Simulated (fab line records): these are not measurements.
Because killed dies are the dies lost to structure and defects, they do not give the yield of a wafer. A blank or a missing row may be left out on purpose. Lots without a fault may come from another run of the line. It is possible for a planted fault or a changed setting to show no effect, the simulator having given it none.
fab line records | flow gf180mcu | part 2 of 2: steps 27 to 38 of 38
[record] lots = 5 | wafers = 15 | lastDay = 33
route steps=602 shown HV_LDD@214 NSD@235 PSD@248
lots that met no fault: from a run of the same line without faults
startH: the number of hours between the record's first day and the start of the first shown wafer of the lot | waitH: hours from the lot's prior step to this one | " same as the row above | L1.1+2: a single row standing in for several wafers | - no value, or no start given | * or withheld: withheld | < > ~ a bound
route shown NAME@n: a module of which the file shows steps, and the number in the route of the first | usual: average and standard deviation across the fault-free wafers | same: alike in all rows | chamber/n: place in a boat | sites: per-site readings | _std_site: standard deviation of those values | _edge_site: the outer-site mean with the inner-site mean subtracted | radiusMm: for every site, how far away it sits from the centre of the wafer | mask NAME#n: copy n | behind: the tool/chamber that last shaped the wafer | hold: cause of the lot's hold/its duration in hours/its outcome | device: whichever transistor did not switch (one of n, p or np) | end of line: at the end of the route, the tests of the same wafers | a step without rows: its recipe alone | killed: dies lost to structure and defects at the first sort, not the wafer's yield | map: the dies of a wafer, with x for killed, . for not killed, _ for no die there
set.NAME: the setting that was run; set.NAME@STEP: the one run at that earlier step | model.NAME: the simulator's own value behind a step, which no gauge read
certain route steps with their lots: each step a table, each wafer a row
services: from which hour (startH, from the record's first day; less than 0 if before it) a tool's chamber was out of use, for how many hours, and why
[[steps]]
[step GF_NSD_PEB_05]
[recipe] tempC = withheld | timeS = * | resist = NOVOLAK
lot.wafer  | tool          | chamber | startH | waitH
L074.1+4+6 | lithoTrack-03 | 0       | -      | -
L075.1+4+5 | lithoTrack-04 | 0       | -      | -
L081.2+5+6 | lithoTrack-04 | 0       | -      | -
L089.3+5+6 | lithoTrack-01 | 0       | -      | -
L091.4+5+6 | lithoTrack-03 | 0       | -      | -
[step GF_NSD_DEVELOP_06]
[recipe] developTimeS = 60 | devTempC = 23
lot.wafer  | tool          | chamber | startH | waitH
L074.1+4+6 | lithoTrack-03 | 0       | 296.04 | 0.1
L075.1+4+5 | lithoTrack-04 | 0       | 305.56 | 0.1
L081.2+5+6 | lithoTrack-04 | 0       | 349.64 | 0.1
L089.3+5+6 | lithoTrack-01 | 0       | 421.68 | 0.1
L091.4+5+6 | lithoTrack-03 | 0       | 438.06 | 0.1
[step GF_NSD_CD_MEAS_07]
[recipe] targetCdNm = 400
[usual] cdNm = 400.2/1.9
lot.wafer | tool     | chamber | startH | waitH | cdNm
L074.1    | cdSem-02 | -       | 296.19 | 0.1   | 400.9
L074.4    | "        | -       | "      | "     | 402.9
L074.6    | "        | -       | "      | "     | 402.7
L075.1    | cdSem-01 | -       | 305.71 | 0.1   | 399.6
L075.4    | "        | -       | "      | "     | 399.5
L075.5    | "        | -       | "      | "     | 399.2
L081.2    | cdSem-01 | -       | 349.78 | 0.1   | 399.6
L081.5    | "        | -       | "      | "     | 399.2
L081.6    | "        | -       | "      | "     | 398.4
L089.3    | cdSem-02 | -       | 421.82 | 0.1   | 401.0
L089.5    | "        | -       | "      | "     | 399.9
L089.6    | "        | -       | "      | "     | 400.1
L091.4    | cdSem-02 | -       | 438.19 | 0.1   | 401.1
L091.5    | "        | -       | "      | "     | 399.3
L091.6    | "        | -       | "      | "     | 398.9
[step GF_NSD_OVL_MEAS_08]
[usual] NSD_OVL = -0.8/1.4
lot.wafer | tool       | chamber | startH | waitH | NSD_OVL[nm]
L074.1    | overlay-01 | -       | 296.31 | 0.1   | 0.3
L074.4    | "          | -       | "      | "     | -0.4
L074.6    | "          | -       | "      | "     | -0.5
L075.1    | overlay-01 | -       | 305.83 | 0.1   | 0.6
L075.4    | "          | -       | "      | "     | -0.2
L075.5    | "          | -       | "      | "     | 1.5
L081.2    | overlay-01 | -       | 349.89 | 0.1   | 1.1
L081.5    | "          | -       | "      | "     | 1.4
L081.6    | "          | -       | "      | "     | 0.4
L089.3    | overlay-01 | -       | 421.91 | 0.1   | -0.5
L089.5    | "          | -       | "      | "     | 1.4
L089.6    | "          | -       | "      | "     | -1.2
L091.4    | overlay-02 | -       | 438.27 | 0.1   | 0.0
L091.5    | "          | -       | "      | "     | -0.8
L091.6    | "          | -       | "      | "     | 1.8
[step GF_NSD_IMPLANT_09]
[recipe] species = As | energyKev = 60 | doseCm2 = 4e+15 | tiltDeg = 7
[usual] tiltDeg = 7.002/0.018
lot.wafer | tool         | chamber | startH | waitH | tiltDeg
L074.1    | implanter-04 | 0       | 296.34 | 0.0   | 6.976
L074.4    | "            | 0       | "      | "     | 6.996
L074.6    | "            | 0       | "      | "     | 6.987
L075.1    | implanter-03 | 0       | 305.87 | 0.0   | 6.997
L075.4    | "            | 0       | "      | "     | 6.977
L075.5    | "            | 0       | "      | "     | 6.992
L081.2    | implanter-04 | 0       | 349.94 | 0.0   | 7.008
L081.5    | "            | 0       | "      | "     | 7.002
L081.6    | "            | 0       | "      | "     | 7.030
L089.3    | implanter-03 | 0       | 421.98 | 0.1   | 6.993
L089.5    | "            | 0       | "      | "     | 6.992
L089.6    | "            | 0       | "      | "     | 7.014
L091.4    | implanter-01 | 0       | 438.36 | 0.1   | 7.046
L091.5    | "            | 0       | "      | "     | 7.003
L091.6    | "            | 0       | "      | "     | 7.041
[step GF_NSD_IMPLANT_10]
[recipe] species = P | energyKev = 40 | doseCm2 = 5e+14 | tiltDeg = 7
[usual] tiltDeg = 7.002/0.019
lot.wafer | tool         | chamber | startH | waitH | tiltDeg
L074.1    | implanter-04 | 0       | 296.49 | 0.1   | 6.978
L074.4    | "            | 0       | "      | "     | 6.982
L074.6    | "            | 0       | "      | "     | 6.982
L075.1    | implanter-03 | 0       | 306.02 | 0.1   | 6.974
L075.4    | "            | 0       | "      | "     | 6.987
L075.5    | "            | 0       | "      | "     | 6.975
L081.2    | implanter-04 | 0       | 350.09 | 0.1   | 6.970
L081.5    | "            | 0       | "      | "     | 6.969
L081.6    | "            | 0       | "      | "     | 6.961
L089.3    | implanter-03 | 0       | 422.13 | 0.1   | 6.988
L089.5    | "            | 0       | "      | "     | 7.043
L089.6    | "            | 0       | "      | "     | 6.996
L091.4    | implanter-01 | 0       | 438.51 | 0.1   | 7.007
L091.5    | "            | 0       | "      | "     | 6.997
L091.6    | "            | 0       | "      | "     | 7.004
[step GF_NSD_STRIP_11]
[recipe] chemistry = O2/N2 | powerW = 1400 | pressureMtorr = 1500 | platenTempC = 250 | o2FlowSccm = 3000 | n2FlowSccm = 300 | overashFraction = 0.5
[usual] drypumpMotorCurrentA = 5.5/0.37 | heaterPowerW = 335/19 | oesProductAu = 0.487/0.005 | stripTimeToEndpointS = 22.97/0.032
lot.wafer | tool           | chamber | startH | waitH | drypumpMotorCurrentA | heaterPowerW | oesProductAu | rfHoursCounterH | stripTimeToEndpointS
L074.1    | plasmaAsher-01 | 0       | 296.64 | 0.1   | 5.2                  | 355          | 0.483        | 65              | 23.00
L074.4    | "              | 0       | "      | "     | 5.2                  | 340          | 0.482        | -               | 23.02
L074.6    | "              | 0       | "      | "     | 5.2                  | 346          | 0.490        | -               | 22.97
L075.1    | plasmaAsher-01 | 0       | 306.17 | 0.1   | 5.2                  | 350          | 0.485        | 66              | 22.94
L075.4    | "              | 1       | "      | "     | 5.1                  | 361          | 0.485        | -               | 22.92
L075.5    | "              | 0       | "      | "     | 5.2                  | 353          | 0.491        | -               | 22.97
L081.2    | plasmaAsher-02 | 0       | 350.22 | 0.1   | 5.4                  | 323          | 0.502        | 26              | 22.97
L081.5    | "              | 1       | "      | "     | 6.0                  | 316          | 0.488        | -               | 22.96
L081.6    | "              | 0       | "      | "     | 5.4                  | 325          | 0.482        | -               | 22.95
L089.3    | plasmaAsher-02 | 0       | 422.27 | 0.1   | 5.4                  | 320          | 0.485        | -               | 22.94
L089.5    | "              | 0       | "      | "     | 5.4                  | 303          | 0.484        | -               | 22.90
L089.6    | "              | 1       | "      | "     | 6.0                  | 310          | 0.488        | -               | 22.98
L091.4    | plasmaAsher-03 | 1       | 438.62 | 0.1   | 5.5                  | 341          | 0.491        | -               | 22.99
L091.5    | "              | 1       | "      | "     | 5.5                  | 346          | 0.493        | -               | 22.96
L091.6    | "              | 0       | "      | "     | 6.1                  | 316          | 0.488        | -               | 22.97
[step GF_NSD_TW_MEAS_12]
[usual] NSD_TW = 4241/17
lot.wafer | tool         | chamber | startH | waitH | NSD_TW
L074.1    | filmMetro-02 | -       | 296.74 | 0.1   | 4226
L074.4    | "            | -       | "      | "     | 4228
L074.6    | "            | -       | "      | "     | 4236
L075.1    | filmMetro-01 | -       | 306.27 | 0.1   | 4236
L075.4    | "            | -       | "      | "     | 4252
L075.5    | "            | -       | "      | "     | 4239
L081.2    | filmMetro-01 | -       | 350.33 | 0.1   | 4232
L081.5    | "            | -       | "      | "     | 4240
L081.6    | "            | -       | "      | "     | 4247
L089.3    | filmMetro-02 | -       | 422.35 | 0.1   | 4217
L089.5    | "            | -       | "      | "     | 4234
L089.6    | "            | -       | "      | "     | 4236
L091.4    | filmMetro-01 | -       | 438.72 | 0.1   | 4239
L091.5    | "            | -       | "      | "     | 4253
L091.6    | "            | -       | "      | "     | 4251
[step GF_PSD_DEHYDRATE_00]
[recipe] tempC = 200 | timeS = 60
[usual] heaterPowerTotalW = 160.36/0.11
lot.wafer | tool          | chamber | startH | waitH | heaterPowerTotalW
L074.1    | lithoTrack-01 | 0       | 306.08 | 9.3   | 160.20
L074.4    | "             | 0       | "      | "     | 160.32
L074.6    | "             | 0       | "      | "     | 160.34
L075.1    | lithoTrack-03 | 0       | 315.63 | 9.4   | 160.27
L075.4    | "             | 0       | "      | "     | 160.38
L075.5    | "             | 0       | "      | "     | 160.41
L081.2    | lithoTrack-03 | 0       | 360.91 | 10.6  | 160.21
L081.5    | "             | 0       | "      | "     | 160.56
L081.6    | "             | 0       | "      | "     | 160.25
L089.3    | lithoTrack-02 | 0       | 433.85 | 11.5  | 160.42
L089.5    | "             | 0       | "      | "     | 160.48
L089.6    | "             | 0       | "      | "     | 160.16
L091.4    | lithoTrack-03 | 0       | 450.31 | 11.6  | 160.25
L091.5    | "             | 0       | "      | "     | 160.33
L091.6    | "             | 0       | "      | "     | 160.18
[step GF_PSD_HMDS_01]
[recipe] primeTimeS = 60 | primeTempC = 120
lot.wafer  | tool          | chamber | startH | waitH
L074.1+4+6 | lithoTrack-01 | 0       | 306.23 | 0.1
L075.1+4+5 | lithoTrack-03 | 0       | 315.78 | 0.1
L081.2+5+6 | lithoTrack-03 | 0       | 361.06 | 0.1
L089.3+5+6 | lithoTrack-02 | 0       | 434.00 | 0.1
L091.4+5+6 | lithoTrack-03 | 0       | 450.46 | 0.1
[step GF_PSD_COAT_02]
[recipe] resist = NOVOLAK | spinRpm = 3000 | resistThkNm = 1000
lot.wafer  | tool          | chamber | startH | waitH
L074.1+4+6 | lithoTrack-01 | 0       | 306.38 | 0.1
L075.1+4+5 | lithoTrack-03 | 0       | 315.93 | 0.1
L081.2+5+6 | lithoTrack-03 | 0       | 361.21 | 0.1
L089.3+5+6 | lithoTrack-02 | 0       | 434.15 | 0.1
L091.4+5+6 | lithoTrack-03 | 0       | 450.61 | 0.1
[step GF_PSD_SOFTBAKE_03]
[recipe] tempC = 90 | timeS = 60 | resist = NOVOLAK
[usual] heaterPowerTotalW = 56.60/0.043
lot.wafer | tool          | chamber | startH | waitH | heaterPowerTotalW
L074.1    | lithoTrack-01 | 0       | 306.53 | 0.1   | 56.59
L074.4    | "             | 0       | "      | "     | 56.55
L074.6    | "             | 0       | "      | "     | 56.67
L075.1    | lithoTrack-03 | 0       | 316.08 | 0.1   | 56.58
L075.4    | "             | 0       | "      | "     | 56.56
L075.5    | "             | 0       | "      | "     | 56.63
L081.2    | lithoTrack-03 | 0       | 361.36 | 0.1   | 56.52
L081.5    | "             | 0       | "      | "     | 56.63
L081.6    | "             | 0       | "      | "     | 56.57
L089.3    | lithoTrack-02 | 0       | 434.30 | 0.1   | 56.63
L089.5    | "             | 0       | "      | "     | 56.60
L089.6    | "             | 0       | "      | "     | 56.58
L091.4    | lithoTrack-03 | 0       | 450.76 | 0.1   | 56.61
L091.5    | "             | 0       | "      | "     | 56.61
L091.6    | "             | 0       | "      | "     | 56.57
[[services]]
tool            | chamber | startH | hours | kind
implanter-01    | -       | 251.67 | 3.2   | pm
ilineStepper-01 | -       | 258.52 | 16.4  | repair
lpcvd-02        | -       | 265.93 | 6.1   | pm
implanter-03    | -       | 271.92 | 2.6   | repair
implanter-01    | -       | 273.30 | 1.4   | repair
implanter-03    | -       | 276.18 | 3.6   | repair
implanter-03    | -       | 283.57 | 3.5   | repair
implanter-01    | -       | 291.21 | 2.7   | repair
implanter-03    | -       | 293.82 | 6.2   | repair
ilineStepper-02 | -       | 294.52 | 1.7   | pm
ilineStepper-01 | -       | 320.98 | 2.8   | repair
lpcvd-01        | -       | 341.20 | 4.3   | pm
implanter-03    | -       | 345.48 | 4.1   | pm
lpcvd-01        | -       | 345.53 | 6.0   | pm
implanter-03    | -       | 352.72 | 2.9   | repair
plasmaAsher-01  | -       | 360.61 | 4.0   | pm
lpcvd-02        | -       | 380.81 | 6.0   | pm
implanter-01    | -       | 384.21 | 1.2   | repair
implanter-01    | -       | 410.30 | 8.2   | pm
implanter-04    | -       | 413.88 | 28.0  | pm
plasmaAsher-01  | -       | 421.25 | 9.0   | pm
implanter-01    | -       | 424.25 | 2.1   | repair
implanter-01    | -       | 433.82 | 3.6   | repair
ilineStepper-01 | -       | 440.54 | 1.7   | pm
